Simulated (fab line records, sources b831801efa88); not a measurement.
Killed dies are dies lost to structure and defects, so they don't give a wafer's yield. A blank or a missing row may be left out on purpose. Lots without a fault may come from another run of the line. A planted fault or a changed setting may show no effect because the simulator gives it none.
Chamber matching | flow sky130 | SKY_VIA4_CMP_21 on cmp-02: 4 sister chambers
The step polishes, stops on SiO2, t overpolish 25 s, target thk 0 nm. 8 wafers are shown with their chamber, then 8 later ones without.

WAFERS WITH THEIR CHAMBER
wafer  | chamber | motor_current_A (A) | time_to_endpoint_s (s)
L209.6 | 0       | 12.0                | 116
L213.6 | 1       | 11.6                | 126
L215.3 | 0       | 12.2                | 124
L215.4 | 3       | 11.5                | 127
L217.1 | 2       | 11.0                | 128
L217.2 | 1       | 11.3                | 130
L217.5 | 3       | 11.3                | 128
L219.1 | 2       | 10.3                | 125

WAFERS WITHOUT THEIR CHAMBER
wafer  | motor_current_A (A) | time_to_endpoint_s (s)
L219.2 | 11.8                | 119
L219.5 | 11.5                | 120
L222.1 | 10.5                | 127
L222.3 | 11.3                | 126
L222.4 | 12.2                | 125
L224.3 | 11.8                | 121
L224.4 | 12.3                | 127
L224.5 | 12.2                | 122

WHICH CHAMBER EACH WENT THROUGH
wafer  | from the rows above               | in truth
L219.2 | can't be placed: 0 or 3 or 1      | 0
L219.5 | can't be placed: 0 or 3 or 1 or 2 | 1
L222.1 | 2                                 | 2
L222.3 | can't be placed: 3 or 1 or 2      | 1
L222.4 | can't be placed: 0 or 1 or 3      | 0
L224.3 | can't be placed: 0 or 3 or 1      | 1
L224.4 | can't be placed: 0 or 1 or 3      | 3
L224.5 | 0                                 | 0
Placed correctly: 2 of 8. Can't be placed from these rows: 6 (the true chamber is among the candidates in 6). Placed wrongly: 0.
How it was worked out, from the rows above alone: a wafer's distance from a chamber is the root of the sum, over the readings, of the square of ((its reading less the chamber's mean) divided by the reading's scatter). The wafer belongs to the nearest chamber; if the next one is less than 2 further off, it can't be placed. A chamber's mean is the mean of its shown wafers. The scatter: the root of (the sum of the squares of (reading less its chamber's mean) over the shown wafers, divided by (wafers less chambers)).
